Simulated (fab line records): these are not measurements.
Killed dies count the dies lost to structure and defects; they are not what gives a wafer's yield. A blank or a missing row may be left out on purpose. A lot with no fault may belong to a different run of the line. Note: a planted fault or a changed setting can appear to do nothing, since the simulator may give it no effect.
Which tool was responsible? | flow gf180mcu | 14 lots with 40 wafers sampled at 3 steps, on a route of 602 steps

== WHAT THE GAUGES SHOWED, per wafer ==
GF_HV_LDD_THK_MEAS_55. Usual: HV_LDD_CVD_54_THK 10.02 nm, standard deviation 0.12.
lot  | measured     | on            | HV_LDD_CVD_54_THK (nm) | flag
L622 | day 12 06:32 | film_metro-03 | 10.19 10.24 10.14      |
L623 | day 12 17:28 | film_metro-03 | 10.14 10.25 10.08      |
L625 | day 13 03:25 | film_metro-01 | 10.15 10.16 10.25      |
L624 | day 13 08:52 | film_metro-01 | 10.04 10.03 10.35      |
L626 | day 13 10:15 | film_metro-03 | 9.85 9.92 9.93         |
L627 | day 13 20:56 | film_metro-02 | 10.12 10.11 10.14      |
L631 | day 15 08:30 | film_metro-03 | 9.82 9.84              |
L633 | day 16 01:46 | film_metro-01 | 9.98 9.81              |
L634 | day 16 07:19 | film_metro-02 | 9.81 9.96 9.91         |
L638 | day 17 18:23 | film_metro-02 | 10.06 10.06 10.23      |
L642 | day 19 09:00 | film_metro-01 | 10.00 9.99 9.90        |
L643 | day 19 15:34 | film_metro-03 | 9.96 9.78 9.92         |
L644 | day 20 00:11 | film_metro-03 | 9.79 10.01 9.87        |
L645 | day 20 04:44 | film_metro-01 | 9.87 9.90 9.88         |

GF_SAB_THK_MEAS_01. Usual: SAB_CVD_00_THK 50.0 nm, standard deviation 0.7.
lot  | measured     | on            | SAB_CVD_00_THK (nm) | flag
L622 | day 13 23:33 | film_metro-03 | 48.2 48.9 49.2      |
L623 | day 14 13:33 | film_metro-04 | 48.9 49.8 49.8      |
L625 | day 14 22:25 | film_metro-03 | 49.6 49.0 50.1      |
L624 | day 15 05:01 | film_metro-01 | 48.9 49.1 50.0      |
L626 | day 15 08:16 | film_metro-01 | 48.5 50.3 49.9      |
L627 | day 15 17:46 | film_metro-04 | 49.3 49.0 50.2      |
L631 | day 17 07:12 | film_metro-03 | 50.2 50.4           |
L633 | day 18 02:52 | film_metro-03 | 49.0 50.3           |
L634 | day 18 08:48 | film_metro-04 | 50.3 49.5 49.4      |
L638 | day 19 21:58 | film_metro-01 | 50.0 50.1 51.3      |
L642 | day 21 11:18 | film_metro-03 | 48.9 50.1 50.3      |
L643 | day 21 18:04 | film_metro-03 | 48.7 49.5 49.8      |
L644 | day 22 03:26 | film_metro-04 | 49.5 50.8 50.7      |
L645 | day 22 06:46 | film_metro-03 | 48.7 49.9 50.1      |

== WHAT TOOL EACH LOT RAN ON (gives the tool, then ch and the chambers of the sampled wafers, and finally the start) ==
lot  | GF_POLY_GATE_SOFTBAKE_06
L622 | litho_track-03 ch 0, day 8 16:00
L623 | litho_track-03 ch 0, day 9 02:00
L625 | litho_track-01 ch 0, day 9 13:00
L624 | litho_track-01 ch 0, day 9 16:00
L626 | litho_track-01 ch 0, day 9 18:00
L627 | litho_track-02 ch 0, day 10 03:00
L631 | litho_track-02 ch 0, day 11 08:00
L633 | litho_track-02 ch 0, day 12 00:00
L634 | litho_track-02 ch 0, day 12 07:00
L638 | litho_track-01 ch 0, day 13 11:00
L642 | litho_track-03 ch 0, day 14 18:00
L643 | litho_track-01 ch 0, day 14 23:00
L644 | litho_track-02 ch 0, day 15 05:00
L645 | litho_track-03 ch 0, day 15 16:00
- GF_POLY_GATE_SOFTBAKE_06: time 60 s.

== WHAT THE TOOLS THEMSELVES READ (means of the sampled wafers that have a number; where no wafer has one, the mark that the record gives instead) ==
GF_POLY_GATE_SOFTBAKE_06. Usual: 89.34 s for run_length_s, sd 0.18.
lot  | tool           | run_length_s (s) | flag
L622 | litho_track-03 | 89.49            |
L623 | litho_track-03 | 89.37            |
L625 | litho_track-01 | 89.21            |
L624 | litho_track-01 | 89.06            |
L626 | litho_track-01 | 89.15            |
L627 | litho_track-02 | 89.47            |
L631 | litho_track-02 | 91.33            | OFF
L633 | litho_track-02 | 90.39            | OFF
L634 | litho_track-02 | 90.78            | OFF
L638 | litho_track-01 | 89.11            |
L642 | litho_track-03 | 89.34            |
L643 | litho_track-01 | 89.15            |
L644 | litho_track-02 | 89.46            |
L645 | litho_track-03 | 89.39            |

== THE ANSWER, worked out from the rows above alone ==
Rule: lot off if the mean of its wafers having a number is beyond 3 standard deviations from the usual mean. A lot without any number at a reading at which 4 lots or more have one is off too. The other lots that the step has rows for count as sound. The gauges are gone through in route order, then the tools' own readings, and for those a lot's mean is taken as printed above. The first step at which some lot is off is used, and at that step the reading that is off furthest; a lot without a number counts as furthest.
Off, at GF_POLY_GATE_SOFTBAKE_06 on run_length_s: L631, L633, L634.
A tool fits if, at that step or a process step before it, it ran every lot that is off, and no sound lot after the first of them. No candidate that was tried fits.

== WHAT THE SIMULATOR HAD INSERTED ==
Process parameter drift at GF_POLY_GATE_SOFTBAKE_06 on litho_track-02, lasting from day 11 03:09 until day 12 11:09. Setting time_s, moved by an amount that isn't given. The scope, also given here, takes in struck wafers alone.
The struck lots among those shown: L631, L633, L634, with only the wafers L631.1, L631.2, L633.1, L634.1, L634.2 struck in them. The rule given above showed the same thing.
